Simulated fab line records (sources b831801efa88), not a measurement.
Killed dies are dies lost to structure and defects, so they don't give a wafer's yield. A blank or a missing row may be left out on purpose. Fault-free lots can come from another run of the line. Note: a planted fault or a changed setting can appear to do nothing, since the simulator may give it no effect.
Which tool is to blame? + flow sky130 + 21 wafers sampled from 7 lots at 1 step of a route of 708

WHAT THE GAUGES SHOWED, per wafer
SKY_VT_ADJUST_HVTP_OVL_MEAS_08.
| lot  | measured     | on         | VT_ADJUST_HVTP_OVL (nm) |
|------|--------------|------------|-------------------------|
| L617 | day 6 21:22  | overlay-02 | 0.7 0.3 1.4             |
| L622 | day 8 11:47  | overlay-02 | 2.8 3.6 3.7             |
| L627 | day 9 13:11  | overlay-02 | 1.2 3.0 0.7             |
| L630 | day 10 11:45 | overlay-02 | 0.9 1.0 0.6             |
| L632 | day 10 21:51 | overlay-02 | 1.8 2.3 1.9             |
| L634 | day 11 15:51 | overlay-01 | 0.8 1.2 1.2             |
| L637 | day 12 04:00 | overlay-01 | -0.2 -2.6 -2.2          |

WHAT TOOL EACH LOT RAN ON (gives the tool, then ch and the chambers of the sampled wafers, and finally the start)
The record holds no process step before these readings.

THE ANSWER, worked out from the rows above alone
Rule: usual is defined by the lots themselves. The widest of any qualifying gaps counts: lots, ordered by their means at a reading, are off when they make up no more than a third of the lots, leave a main group of 4 or more, and stand apart from it by 3 or more times the standard deviation of that group's means. A main group is skipped when, at the precision printed for the reading in the tables above, its means are all equal. Also off: a lot with no number at a reading for which 4 or more lots have one. Any other lot the step has rows for is counted as sound.
Across all readings shown, no lot is off: no conclusion can be drawn from this.

WHAT HAD BEEN PUT IN BY THE SIMULATOR
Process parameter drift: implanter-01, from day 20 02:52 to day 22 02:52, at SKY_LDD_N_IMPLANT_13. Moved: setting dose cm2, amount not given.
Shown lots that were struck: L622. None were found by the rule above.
